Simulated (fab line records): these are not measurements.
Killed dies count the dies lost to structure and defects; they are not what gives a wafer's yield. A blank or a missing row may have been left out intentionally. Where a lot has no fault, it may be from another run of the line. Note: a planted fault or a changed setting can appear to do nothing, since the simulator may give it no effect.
fab line records ; flow sky130
record lots=5; wafers=15; last_day=51
route steps=708 shown LDD_LDN@301 SPACER@304 POLY_CUT@307
lots that met no fault: taken from a fault-free run of the same line
start_h: hours from the record's opening day to when the first of the lot's shown wafers began ; wait_h: time in hours since the lot's previous step ; " identical to the entry in the row above ; L1.1+2: one row covering several wafers at once ; - either no value or no given start ; * or withheld: withheld ; < > ~ a bound
route shown NAME@n: names a module that has steps shown in the file, with the first one's number in the route ; usual: mean/standard deviation taken from wafers without a fault ; same: alike in all rows ; chamber/n: place in a boat ; sites: readings site by site ; _std_site: standard deviation of those values ; _edge_site: inner sites' mean taken away from outer sites' mean ; radius_mm: how far each site lies from the wafer's centre ; mask NAME#n: copy n ; behind: the last tool/chamber to shape the wafer ; hold: reason for holding the lot/hours on hold/outcome of the hold ; device: the transistor (n, p or np) that didn't switch ; end of line: tests run on the same wafers once the route is complete ; a step given without rows: its recipe and nothing more ; killed: at the first sort, the dies lost to defects and structure; wafer yield is something else ; map: dies across one wafer; x = killed, . = not, _ = none there
set.NAME: the setting the step ran with; set.NAME@STEP: the setting that earlier step ran with ; model.NAME: the simulator's own value behind a step, which no gauge read
certain route steps with their lots: each step a table, each wafer a row
services: the hour from which a tool's chamber was out of use, counted from the record's first day as start_h (under 0 if before that day), plus the number of hours and why
## steps
# step SKY_LDD_LDN_STRIP_12
# recipe chemistry=O2/N2; power_w=1400; pressure_mtorr=1500; platen_temp_c=withheld; o2_flow_sccm=3000; n2_flow_sccm=300; overash_fraction=0.5
# usual chamber_pressure_mTorr=1500.1/1.3; drypump_motor_current_A=5.9/0.52; oes_product_au=0.716/0.0045; strip_time_to_endpoint_s=14.18/0.048
lot.wafer;tool;chamber;start_h;wait_h;chamber_pressure_mTorr;drypump_motor_current_A;oes_product_au;rf_hours_counter_h;strip_time_to_endpoint_s
L079.1;plasma_asher-03;1;589.39;0.1;1499.4;6.2;0.717;45;14.20
L079.2;plasma_asher-03;0;589.39;0.1;1502.0;5.6;0.706;45;14.20
L079.3;plasma_asher-03;0;589.39;0.1;1501.3;5.6;0.704;-;14.22
L081.3;plasma_asher-04;1;607.70;0.1;1500.5;6.5;0.718;-;14.13
L081.4;plasma_asher-04;0;607.70;0.1;1499.0;5.9;0.712;-;14.18
L081.6;plasma_asher-04;1;607.70;0.1;1497.9;6.5;0.711;-;14.13
L083.1;plasma_asher-02;0;632.49;0.1;1499.4;6.2;0.713;95;14.27
L083.2;plasma_asher-02;1;632.49;0.1;1500.6;4.7;0.717;95;14.24
L083.3;plasma_asher-02;1;632.49;0.1;1501.6;4.7;0.718;-;14.23
L092.2;plasma_asher-03;0;703.94;0.1;1500.6;5.6;0.717;56;14.22
L092.4;plasma_asher-03;1;703.94;0.1;1501.4;6.2;0.716;-;14.19
L092.5;plasma_asher-03;1;703.94;0.1;1499.3;6.2;0.722;-;14.23
L093.3;plasma_asher-03;1;717.32;0.1;1500.8;6.3;0.718;-;14.07
L093.4;plasma_asher-03;0;717.32;0.1;1500.3;5.6;0.712;-;14.11
L093.5;plasma_asher-03;1;717.32;0.1;1501.0;6.2;0.714;-;14.10
# step SKY_LDD_LDN_TW_MEAS_13
# usual LDD_LDN_TW=1490/10
lot.wafer;tool;chamber;start_h;wait_h;LDD_LDN_TW
L079.1;film_metro-01;-;589.49;0.1;1479
L079.2;film_metro-01;-;589.49;0.1;1483
L079.3;film_metro-01;-;589.49;0.1;1491
L081.3;film_metro-01;-;607.79;0.1;1492
L081.4;film_metro-01;-;607.79;0.1;1494
L081.6;film_metro-01;-;607.79;0.1;1484
L083.1;film_metro-01;-;632.59;0.1;1472
L083.2;film_metro-01;-;632.59;0.1;1466
L083.3;film_metro-01;-;632.59;0.1;1484
L092.2;film_metro-02;-;704.05;0.1;1487
L092.4;film_metro-02;-;704.05;0.1;1483
L092.5;film_metro-02;-;704.05;0.1;1491
L093.3;film_metro-01;-;717.41;0.1;1472
L093.4;film_metro-01;-;717.41;0.1;1465
L093.5;film_metro-01;-;717.41;0.1;1470
# step SKY_LDD_LDN_CLEAN_14
# recipe chemistry=SC1/SC2; mix=1:4:20; temp_c=70; time_s=150; dry=n2_spin
lot.wafer;tool;chamber;start_h;wait_h
L079.1+2+3;wet_bench-01;0;589.55;0.1
L081.3+4+6;wet_bench-01;0;607.83;0.0
L083.1+2+3;wet_bench-01;3;632.65;0.1
L092.2+4+5;wet_bench-01;2;704.10;0.0
L093.3+4+5;wet_bench-04;0;717.45;0.0
# step SKY_SPACER_CVD_00
# recipe material=Si3N4; precursor=DCS/NH3; target_thk_nm=43.1; temp_c=770; time_s=740; pressure_mtorr=250
# usual spike_tc_lower_C=769.8/0.98; zone_power_top_pct=24.2/0.4; zone_power_upper_pct=12.9/0.36
lot.wafer;tool;chamber;start_h;wait_h;spike_tc_lower_C;zone_power_top_pct;zone_power_upper_pct
L079.1;lpcvd-02;0;589.60;0.0;769.7;23.9;13.1
L079.2;lpcvd-02;0;589.60;0.0;769.5;24.1;13.1
L079.3;lpcvd-02;0;589.60;0.0;769.0;24.1;13.1
L081.3;lpcvd-02;0;607.88;0.0;769.7;24.7;13.0
L081.4;lpcvd-02;0;607.88;0.0;770.3;24.6;13.0
L081.6;lpcvd-02;0;607.88;0.0;769.0;24.7;13.1
L083.1;lpcvd-02;0;633.77;1.1;769.1;24.4;12.8
L083.2;lpcvd-02;0;633.77;1.1;771.6;24.6;12.9
L083.3;lpcvd-02;0;633.77;1.1;770.2;24.4;13.1
L092.2;lpcvd-02;0;705.08;0.9;768.6;24.6;13.0
L092.4;lpcvd-02;0;705.08;0.9;767.5;24.7;13.0
L092.5;lpcvd-02;0;705.08;0.9;768.0;24.6;13.1
L093.3;lpcvd-02;1;717.50;0.0;771.0;24.0;12.3
L093.4;lpcvd-02;1;717.50;0.0;768.5;23.9;12.4
L093.5;lpcvd-02;1;717.50;0.0;770.5;23.5;12.2
# step SKY_SPACER_THK_MEAS_01
# recipe reads=Si3N4_of_SPACER_CVD_00
# usual SPACER_CVD_00_THK=43.2/0.39
lot.wafer;tool;chamber;start_h;wait_h;SPACER_CVD_00_THK[nm]
L079.1;film_metro-03;-;590.80;0.0;43.0
L079.2;film_metro-03;-;590.80;0.0;42.8
L079.3;film_metro-03;-;590.80;0.0;43.2
L081.3;film_metro-03;-;609.10;0.0;43.4
L081.4;film_metro-03;-;609.10;0.0;43.1
L081.6;film_metro-03;-;609.10;0.0;43.1
L083.1;film_metro-03;-;634.97;0.0;43.2
L083.2;film_metro-03;-;634.97;0.0;43.2
L083.3;film_metro-03;-;634.97;0.0;43.0
L092.2;film_metro-03;-;706.29;0.0;42.7
L092.4;film_metro-03;-;706.29;0.0;43.2
L092.5;film_metro-03;-;706.29;0.0;43.1
L093.3;film_metro-01;-;718.72;0.0;43.5
L093.4;film_metro-01;-;718.72;0.0;43.6
L093.5;film_metro-01;-;718.72;0.0;43.2
# step SKY_SPACER_ETCHBACK_02
# recipe chemistry=CH3F/O2; target=Si3N4; stop_on=SiO2; source_w=400; bias_w=80; pressure_mtorr=25; ch3f_flow_sccm=40; O2_flow_sccm=30; time_s=46.7; target_depth_a=450
# usual chamber_pressure_mTorr=24.998/0.024; drypump_motor_current_A=5.8/0.59; oes_product_au=0.856/0.0065; throttle_valve_pct=10.562/0.0081
lot.wafer;tool;chamber;start_h;wait_h;chamber_pressure_mTorr;drypump_motor_current_A;oes_product_au;rf_hours_counter_h;throttle_valve_pct
L079.1;rie_diel-04;2;590.86;0.1;25.018;6.5;0.845;6;10.563
L079.2;rie_diel-04;3;590.86;0.1;24.995;5.0;0.852;30;10.547
L079.3;rie_diel-04;0;590.86;0.1;24.987;6.6;0.858;9;10.552
L081.3;rie_diel-03;3;609.14;0.0;24.993;5.2;0.861;8;10.546
L081.4;rie_diel-03;1;609.14;0.0;24.996;5.5;0.857;7;10.552
L081.6;rie_diel-03;3;609.14;0.0;24.985;5.1;0.858;-;10.567
L083.1;rie_diel-04;1;635.03;0.1;24.999;6.5;0.870;60;10.551
L083.2;rie_diel-04;0;635.03;0.1;24.981;6.7;0.861;10;10.550
L083.3;rie_diel-04;2;635.03;0.1;24.975;6.5;0.853;6;10.564
L092.2;rie_diel-03;1;706.34;0.0;25.015;5.5;0.854;8;10.567
L092.4;rie_diel-03;3;706.34;0.0;24.984;5.1;0.853;10;10.567
L092.5;rie_diel-03;3;706.34;0.0;25.005;5.1;0.852;-;10.561
L093.3;rie_diel-03;3;718.76;0.0;24.999;5.1;0.864;10;10.560
L093.4;rie_diel-03;1;718.76;0.0;24.989;5.5;0.852;8;10.554
L093.5;rie_diel-03;0;718.76;0.0;24.972;6.0;0.855;-;10.558
# step SKY_POLY_CUT_DEHYDRATE_00
# recipe temp_c=200; time_s=60
lot.wafer;tool;chamber;start_h;wait_h
L079.1+2+3;litho_track-02;0;605.45;14.6
L081.3+4+6;litho_track-04;0;623.83;14.7
L083.1+2+3;litho_track-02;0;649.85;14.8
L092.2+4+5;litho_track-03;0;719.84;13.5
L093.3+4+5;litho_track-03;0;733.16;14.4
# step SKY_POLY_CUT_HMDS_01
# recipe prime_time_s=60; prime_temp_c=120
lot.wafer;tool;chamber;start_h;wait_h
L079.1+2+3;litho_track-02;0;605.60;0.1
L081.3+4+6;litho_track-04;0;623.98;0.1
L083.1+2+3;litho_track-02;0;650.00;0.1
L092.2+4+5;litho_track-03;0;719.99;0.1
L093.3+4+5;litho_track-03;0;733.31;0.1
# step SKY_POLY_CUT_COAT_02
# recipe resist=BARC; temp_c=withheld; time_s=withheld; spin_rpm=3000; resist_thk_nm=60
lot.wafer;tool;chamber;start_h;wait_h
L079.1+2+3;litho_track-02;0;605.75;0.1
L081.3+4+6;litho_track-04;0;624.13;0.1
L083.1+2+3;litho_track-02;0;650.15;0.1
L092.2+4+5;litho_track-03;0;720.14;0.1
L093.3+4+5;litho_track-03;0;733.46;0.1
# step SKY_POLY_CUT_COAT_03
# recipe resist=KrF-thick; spin_rpm=3000; resist_thk_nm=450
lot.wafer;tool;chamber;start_h;wait_h
L079.1+2+3;litho_track-02;0;-;-
L081.3+4+6;litho_track-04;0;-;-
L083.1+2+3;litho_track-02;0;-;-
L092.2+4+5;litho_track-03;0;-;-
L093.3+4+5;litho_track-03;0;-;-
# step SKY_POLY_CUT_SOFTBAKE_04
# recipe temp_c=100; time_s=90; resist=KrF-thick
lot.wafer;tool;chamber;start_h;wait_h
L079.1+2+3;litho_track-02;0;-;-
L081.3+4+6;litho_track-04;0;-;-
L083.1+2+3;litho_track-02;0;-;-
L092.2+4+5;litho_track-03;0;-;-
L093.3+4+5;litho_track-03;0;-;-
# step SKY_POLY_CUT_EXPOSE_05
# recipe mask_id=NPCM; na=0.8; source_shape=annular; sigma_inner=0.55; sigma_outer=0.85; target_cd_nm=270; dose_mj=32
lot.wafer;tool;chamber;start_h;wait_h;mask
L079.1+2+3;krf_scanner-01;0;-;-;NPCM#0
L081.3+4+6;krf_scanner-02;0;-;-;NPCM#0
L083.1+2+3;krf_scanner-02;0;-;-;NPCM#0
L092.2+4+5;krf_scanner-01;0;-;-;NPCM#0
L093.3+4+5;krf_scanner-01;0;-;-;NPCM#0
# step SKY_POLY_CUT_PEB_06
# recipe peb_temp_c=withheld; peb_time_s=withheld; resist=KrF-thick
lot.wafer;tool;chamber;start_h;wait_h
L079.1+2+3;litho_track-03;0;-;-
L081.3+4+6;litho_track-02;0;-;-
L083.1+2+3;litho_track-02;0;-;-
L092.2+4+5;litho_track-02;0;-;-
L093.3+4+5;litho_track-04;0;-;-
# step SKY_POLY_CUT_DEVELOP_07
# recipe develop_time_s=60; resist=KrF-thick; dev_temp_c=21
# usual developer_temp_C=21.01/0.1
lot.wafer;tool;chamber;start_h;wait_h;developer_temp_C
L079.1;litho_track-03;0;-;-;21.12
L079.2;litho_track-03;0;-;-;21.10
L079.3;litho_track-03;0;-;-;20.99
L081.3;litho_track-02;0;-;-;21.29
L081.4;litho_track-02;0;-;-;21.00
L081.6;litho_track-02;0;-;-;21.14
L083.1;litho_track-02;0;-;-;20.92
L083.2;litho_track-02;0;-;-;21.04
L083.3;litho_track-02;0;-;-;21.00
L092.2;litho_track-02;0;-;-;21.04
L092.4;litho_track-02;0;-;-;20.83
L092.5;litho_track-02;0;-;-;21.03
L093.3;litho_track-04;0;-;-;20.84
L093.4;litho_track-04;0;-;-;21.03
L093.5;litho_track-04;0;-;-;20.96
## services
tool;chamber;start_h;hours;kind
plasma_asher-04;-;574.31;4.3;pm
plasma_asher-03;-;577.25;0.3;repair
rie_diel-03;3;579.02;6.8;repair
krf_scanner-01;0;589.72;-;calibration
krf_scanner-01;-;596.26;0.8;pm
krf_scanner-02;0;604.40;-;calibration
krf_scanner-01;-;645.08;1.0;pm
plasma_asher-03;-;654.46;1.9;repair
krf_scanner-02;-;666.67;0.8;pm
rie_diel-04;1;669.23;-;clean
rie_diel-04;1;669.23;17.8;scheduled_down
rie_diel-04;1;669.23;17.8;vent_cycle
krf_scanner-02;-;677.52;1.0;pm
plasma_asher-02;-;685.75;4.7;repair
krf_scanner-01;-;691.36;1.3;pm
krf_scanner-01;-;694.25;12.1;repair
krf_scanner-01;-;698.41;1.3;repair
rie_diel-03;0;725.29;1.2;repair
plasma_asher-03;-;725.99;1.6;repair
wet_bench-01;-;733.00;1.9;pm
krf_scanner-02;-;733.24;1.3;pm
plasma_asher-02;-;733.75;9.0;pm
plasma_asher-02;0;733.75;9.0;vent_cycle
rie_diel-04;0;737.64;5.2;repair
## key
fault none
